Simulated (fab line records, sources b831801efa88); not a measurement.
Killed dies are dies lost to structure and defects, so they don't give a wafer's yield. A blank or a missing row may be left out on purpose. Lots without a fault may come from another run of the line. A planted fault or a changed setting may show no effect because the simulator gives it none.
Chamber matching | flow sky130 | SKY_FIELD_ISO_CMP_27 on cmp-02: 4 sister chambers
The step polishes, stops on Si3N4, t overpolish 16 s, target thk 457.8 nm. 7 wafers are shown with their chamber, then 7 later ones without.

WAFERS WITH THEIR CHAMBER
wafer  | chamber | motor_current_A (A) | slurry_filter_dp_kPa (kPa)
L528.1 | 1       | 10.8                | 13.46
L528.6 | 0       | 10.6                | 13.56
L529.3 | 1       | 11.4                | 13.46
L529.4 | 2       | 11.7                | 13.66
L529.5 | 2       | 12.1                | 13.61
L531.3 | 3       | 11.6                | 13.37
L531.5 | 3       | 11.7                | 13.56

WAFERS WITHOUT THEIR CHAMBER
wafer  | motor_current_A (A) | slurry_filter_dp_kPa (kPa)
L531.6 | 11.2                | 13.50
L533.1 | 10.6                | 13.37
L533.2 | 11.6                | 13.66
L533.6 | 11.1                | 13.52
L541.1 | 10.9                | 13.38
L541.2 | 11.2                | 13.51
L541.6 | 11.6                | 13.29

WHICH CHAMBER EACH WENT THROUGH
wafer  | from the rows above          | in truth
L531.6 | can't be placed: 1 or 3 or 0 | 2
L533.1 | can't be placed: 1 or 0 or 3 | 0
L533.2 | can't be placed: 2 or 3 or 1 | 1
L533.6 | can't be placed: 1 or 0 or 3 | 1
L541.1 | can't be placed: 1 or 0 or 3 | 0
L541.2 | can't be placed: 1 or 3 or 0 | 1
L541.6 | can't be placed: 3 or 1      | 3
Placed correctly: 0 of 7. Can't be placed from these rows: 7 (the true chamber is among the candidates in 6). Placed wrongly: 0.
How it was worked out, from the rows above alone: a wafer's distance from a chamber is the root of the sum, over the readings, of the square of ((its reading less the chamber's mean) divided by the reading's scatter). The wafer belongs to the nearest chamber; if the next one is less than 2 further off, it can't be placed. A chamber's mean is the mean of its shown wafers. The scatter: the root of (the sum of the squares of (reading less its chamber's mean) over the shown wafers, divided by (wafers less chambers)).
